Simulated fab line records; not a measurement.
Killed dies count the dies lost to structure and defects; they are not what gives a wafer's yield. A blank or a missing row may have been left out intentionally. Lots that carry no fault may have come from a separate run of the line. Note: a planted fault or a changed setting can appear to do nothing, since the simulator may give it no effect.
What tool caused it? -- flow sfqLine -- Sampling: 14 lots, 41 wafers, 6 of 325 route steps

== WHAT THE GAUGES READ, wafer by wafer ==
The record holds no reading of a measuring or inspecting step that can be judged against a usual standard deviation.

== WHICH TOOL RAN EACH LOT (tool, then ch and the chambers of the sampled wafers, then the start) ==
lot,SFQ_TRILAYER_I5_BARC_OPEN_VIA_ETCH_200,SFQ_TRILAYER_M6_ETCH_METAL_ETCH_162,SFQ_TRILAYER_I6_CMP_CMP_166,SFQ_TRILAYER_I6_METRO_MEASURE_167,SFQ_TRILAYER_I6_VIA_BARC_OPEN_VIA_ETCH_235,SFQ_TRILAYER_I6_VIA_ETCH_VIA_ETCH_172
L127,"rieDiel-03 ch 1,2,3, day 61 09:40","rieMetal-01 ch 0, day 66 11:57","cmp-02 ch 1,2,3, day 66 17:34","filmMetro-03, day 66 19:41","rieDiel-04 ch 0,2, day 67 05:50","rieDiel-04 ch 0,2, day 67 05:52"
L130,"rieDiel-03 ch 1,2,3, day 66 04:38","rieMetal-01 ch 0,1, day 71 11:01","cmp-02 ch 0,2,3, day 71 13:33","filmMetro-01, day 71 16:04","rieDiel-04 ch 0,2, day 71 19:10","rieDiel-04 ch 0,2, day 71 19:12"
L131,"rieDiel-01 ch 0,2,3, day 66 09:26","rieMetal-04 ch 0,1, day 71 12:10","cmp-01 ch 0,1,2, day 71 14:15","filmMetro-03, day 71 16:52","rieDiel-03 ch 0,1,3, day 71 20:22","rieDiel-03 ch 0,1,3, day 71 20:24"
L132,"rieDiel-04 ch 1,3, day 70 19:19","rieMetal-03 ch 0,1, day 72 11:45","cmp-01 ch 1,2, day 72 12:43","filmMetro-01, day 72 15:50","rieDiel-04 ch 0,3, day 76 17:22","rieDiel-04 ch 0,3, day 76 17:25"
L136,"rieDiel-01 ch 1,2, day 71 22:55","rieMetal-04 ch 0,1, day 72 19:37","cmp-02 ch 1,2, day 73 03:10","filmMetro-03, day 73 06:41","rieDiel-04 ch 0,1,2, day 77 11:22","rieDiel-04 ch 0,1,2, day 77 11:25"
L137,"rieDiel-03 ch 1,2,3, day 72 03:50","rieMetal-04 ch 0,1, day 72 21:59","cmp-01 ch 1,2, day 73 06:10","filmMetro-04, day 73 09:41","rieDiel-04 ch 0,1,3, day 77 13:46","rieDiel-04 ch 0,1,3, day 77 13:49"
L138,"rieDiel-01 ch 0,1,3, day 72 10:37","rieMetal-01 ch 0,1, day 73 00:21","cmp-02 ch 1,3, day 73 06:40","filmMetro-01, day 73 09:29","rieDiel-02 ch 1,3, day 77 14:58","rieDiel-02 ch 1,3, day 77 15:01"
L139,"rieDiel-03 ch 0,1,2, day 72 19:23","rieMetal-01 ch 0,1, day 73 02:45","cmp-02 ch 0,2,3, day 73 09:10","filmMetro-03, day 73 12:17","rieDiel-03 ch 0,1, day 77 18:34","rieDiel-03 ch 0,1, day 77 18:37"
L141,"rieDiel-04 ch 1,3, day 73 00:11","rieMetal-04 ch 0,1, day 73 07:23","cmp-01 ch 0,1, day 73 15:10","filmMetro-01, day 73 18:17","rieDiel-04 ch 0,1,3, day 77 20:11","rieDiel-04 ch 0,1,3, day 77 20:14"
L140,"rieDiel-04 ch 0,1, day 76 23:22","rieMetal-01 ch 0,1, day 79 03:41","cmp-02 ch 0,1,2, day 79 04:43","filmMetro-01, day 79 08:14","rieDiel-03 ch 0,1,3, day 79 11:20","rieDiel-03 ch 0,1,3, day 79 11:22"
L142,"rieDiel-03 ch 0,3, day 77 06:37","rieMetal-01 ch 0,1, day 81 00:36","cmp-01 ch 1,2, day 81 03:31","filmMetro-01, day 81 05:26","rieDiel-04 ch 0,3, day 82 14:57","rieDiel-04 ch 0,3, day 82 15:02"
L143,"rieDiel-03 ch 1,3, day 77 12:34","rieMetal-01 ch 0,1, day 81 06:33","cmp-01 ch 1,2,3, day 81 07:29","filmMetro-01, day 81 11:01","rieDiel-03 ch 0,1, day 82 16:08","rieDiel-03 ch 0,1, day 82 16:10"
L148,"rieDiel-04 ch 0,3, day 81 10:20","rieMetal-03 ch 0,1, day 85 22:41","cmp-01 ch 0,1,2, day 86 00:08","filmMetro-03, day 86 03:28","rieDiel-03 ch 0,1,3, day 89 12:20","rieDiel-03 ch 0,1,3, day 89 12:22"
L149,"rieDiel-03 ch 0,1, day 82 00:44","rieMetal-01 ch 0,1, day 85 23:53","cmp-02 ch 0,1,2, day 86 01:50","filmMetro-01, day 86 04:27","rieDiel-04 ch 1,2,3, day 89 15:08","rieDiel-04 ch 1,2,3, day 89 15:10"
- SFQ_TRILAYER_I5_BARC_OPEN_VIA_ETCH_200: etches BARC in O2, target depth 125 nm, time 41.7 s.
- SFQ_TRILAYER_M6_ETCH_METAL_ETCH_162: etches Nb in Cl2/Ar, stops on SiO2, target depth 240 nm, time 120 s.
- SFQ_TRILAYER_I6_CMP_CMP_166: polishes SiO2.
- SFQ_TRILAYER_I6_METRO_MEASURE_167
- SFQ_TRILAYER_I6_VIA_BARC_OPEN_VIA_ETCH_235: etches BARC in O2, target depth 125 nm, time 41.7 s.
- SFQ_TRILAYER_I6_VIA_ETCH_VIA_ETCH_172: etches SiO2 in CHF3, stops on Nb, target depth 260 nm.

== WHAT THE TOOLS THEMSELVES READ (means of the sampled wafers that have a number; where no wafer has one, the mark that the record gives instead) ==
SFQ_TRILAYER_I5_BARC_OPEN_VIA_ETCH_200. Usual: drypumpMotorCurrentA 5.6 A, standard deviation 0.63; oesProductAu 0.685 a.u., standard deviation 0.0043; rfFwdPowerW 495.0 W, standard deviation 2.1.
lot,tool,drypumpMotorCurrentA (A),oesProductAu (a.u.),rfFwdPowerW (W),flag
L127,rieDiel-03,5.2,0.687,494.6,
L130,rieDiel-03,5.2,0.684,495.2,
L131,rieDiel-01,5.9,0.682,494.2,
L132,rieDiel-04,5.9,0.683,494.4,
L136,rieDiel-01,5.9,0.684,494.8,
L137,rieDiel-03,5.2,0.686,496.1,
L138,rieDiel-01,5.5,0.685,496.2,
L139,rieDiel-03,5.7,0.684,495.3,
L141,rieDiel-04,5.6,0.689,493.5,
L140,rieDiel-04,5.6,0.686,495.9,
L142,rieDiel-03,5.7,0.686,496.7,
L143,rieDiel-03,4.9,0.680,494.4,
L148,rieDiel-04,5.8,0.686,493.1,
L149,rieDiel-03,6.0,0.686,496.3,

SFQ_TRILAYER_M6_ETCH_METAL_ETCH_162. Usual: drypumpMotorCurrentA 6.0 A, standard deviation 0.45; oesProductAu 0.895 a.u., standard deviation 0.0071; rfFwdPowerW 596.8 W, standard deviation 1.9.
lot,tool,drypumpMotorCurrentA (A),oesProductAu (a.u.),rfFwdPowerW (W),flag
L127,rieMetal-01,5.9,0.887,597.5,
L130,rieMetal-01,6.0,0.898,595.8,
L131,rieMetal-04,6.0,0.886,596.7,
L132,rieMetal-03,6.0,0.895,597.5,
L136,rieMetal-04,5.6,0.891,597.3,
L137,rieMetal-04,5.6,0.903,597.3,
L138,rieMetal-01,6.0,0.893,595.3,
L139,rieMetal-01,6.0,0.901,593.9,
L141,rieMetal-04,6.0,0.894,597.0,
L140,rieMetal-01,6.0,0.888,597.0,
L142,rieMetal-01,6.0,0.887,597.0,
L143,rieMetal-01,6.1,0.901,597.1,
L148,rieMetal-03,6.3,0.899,597.4,
L149,rieMetal-01,6.0,0.893,596.6,

SFQ_TRILAYER_I6_CMP_CMP_166. Usual: motorCurrentA 10.5 A, standard deviation 1.4; timeToEndpointS 217 s, standard deviation 7.6.
lot,tool,motorCurrentA (A),timeToEndpointS (s),flag
L127,cmp-02,11.1,211,
L130,cmp-02,9.5,210,
L131,cmp-01,10.1,226,
L132,cmp-01,10.0,219,
L136,cmp-02,11.5,216,
L137,cmp-01,10.6,226,
L138,cmp-02,11.4,212,
L139,cmp-02,9.8,213,
L141,cmp-01,10.5,219,
L140,cmp-02,11.0,215,
L142,cmp-01,10.8,210,
L143,cmp-01,10.1,212,
L148,cmp-01,10.1,218,
L149,cmp-02,10.7,222,

SFQ_TRILAYER_I6_METRO_MEASURE_167. Usual: thkNm reads 200.1 nm (standard deviation 1).
lot,tool,thkNm (nm),flag
L127,filmMetro-03,199.1,
L130,filmMetro-01,200.2,
L131,filmMetro-03,201.5,
L132,filmMetro-01,202.2,
L136,filmMetro-03,200.7,
L137,filmMetro-04,200.9,
L138,filmMetro-01,200.8,
L139,filmMetro-03,200.1,
L141,filmMetro-01,200.5,
L140,filmMetro-01,199.2,
L142,filmMetro-01,224.9,OFF
L143,filmMetro-01,215.6,OFF
L148,filmMetro-03,199.9,
L149,filmMetro-01,200.9,

SFQ_TRILAYER_I6_VIA_BARC_OPEN_VIA_ETCH_235. Usual: drypumpMotorCurrentA 5.5 A, standard deviation 0.53; oesProductAu 0.684 a.u., standard deviation 0.0045; rfFwdPowerW 494.9 W, standard deviation 2.
lot,tool,drypumpMotorCurrentA (A),oesProductAu (a.u.),rfFwdPowerW (W),flag
L127,rieDiel-04,5.4,0.681,495.2,
L130,rieDiel-04,5.6,0.684,494.7,
L131,rieDiel-03,5.4,0.679,496.6,
L132,rieDiel-04,5.8,0.683,493.8,
L136,rieDiel-04,5.5,0.680,495.8,
L137,rieDiel-04,5.7,0.680,496.6,
L138,rieDiel-02,5.5,0.685,491.2,
L139,rieDiel-03,6.0,0.686,494.5,
L141,rieDiel-04,5.7,0.686,494.5,
L140,rieDiel-03,5.4,0.682,496.6,
L142,rieDiel-04,5.9,0.679,494.4,
L143,rieDiel-03,6.0,0.685,494.7,
L148,rieDiel-03,5.4,0.680,494.8,
L149,rieDiel-04,5.6,0.687,495.1,

SFQ_TRILAYER_I6_VIA_ETCH_VIA_ETCH_172. Usual: drypumpMotorCurrentA 5.5 A, standard deviation 0.53; oesProductAu 0.855 a.u., standard deviation 0.0049; rfFwdPowerW 498.3 W, standard deviation 1.5.
lot,tool,drypumpMotorCurrentA (A),oesProductAu (a.u.),rfFwdPowerW (W),flag
L127,rieDiel-04,5.4,0.851,497.0,
L130,rieDiel-04,5.6,0.852,498.5,
L131,rieDiel-03,5.4,0.858,498.2,
L132,rieDiel-04,5.8,0.862,496.3,
L136,rieDiel-04,5.5,0.857,499.0,
L137,rieDiel-04,5.7,0.858,498.2,
L138,rieDiel-02,5.5,0.854,497.4,
L139,rieDiel-03,6.0,0.850,499.3,
L141,rieDiel-04,5.7,0.854,497.7,
L140,rieDiel-03,5.4,0.854,499.9,
L142,rieDiel-04,5.8,0.906,495.8,OFF
L143,rieDiel-03,6.0,0.887,497.9,OFF
L148,rieDiel-03,5.4,0.856,499.4,
L149,rieDiel-04,5.6,0.858,498.4,

== THE ANSWER, worked out from the rows above alone ==
Rule: a lot is off if the mean of its wafers that have a number lies more than 3 standard deviations from the usual mean. A lot without any number at a reading at which 4 lots or more have one is off too. All remaining lots with rows at the step are treated as sound. First the gauges in route order, then the tools' own readings, where a lot's mean is used as printed above. The first step at which some lot is off is used, and at that step the reading that is off furthest; a lot without a number counts as furthest.
Off at SFQ_TRILAYER_I6_METRO_MEASURE_167 (thkNm): L142, L143.
If a tool, at that step or one of the process steps before it, ran each lot that is off and ran no sound lot following the first of them, it fits. Not one of the candidates tried fits.

== WHAT THE SIMULATOR HAD PUT IN ==
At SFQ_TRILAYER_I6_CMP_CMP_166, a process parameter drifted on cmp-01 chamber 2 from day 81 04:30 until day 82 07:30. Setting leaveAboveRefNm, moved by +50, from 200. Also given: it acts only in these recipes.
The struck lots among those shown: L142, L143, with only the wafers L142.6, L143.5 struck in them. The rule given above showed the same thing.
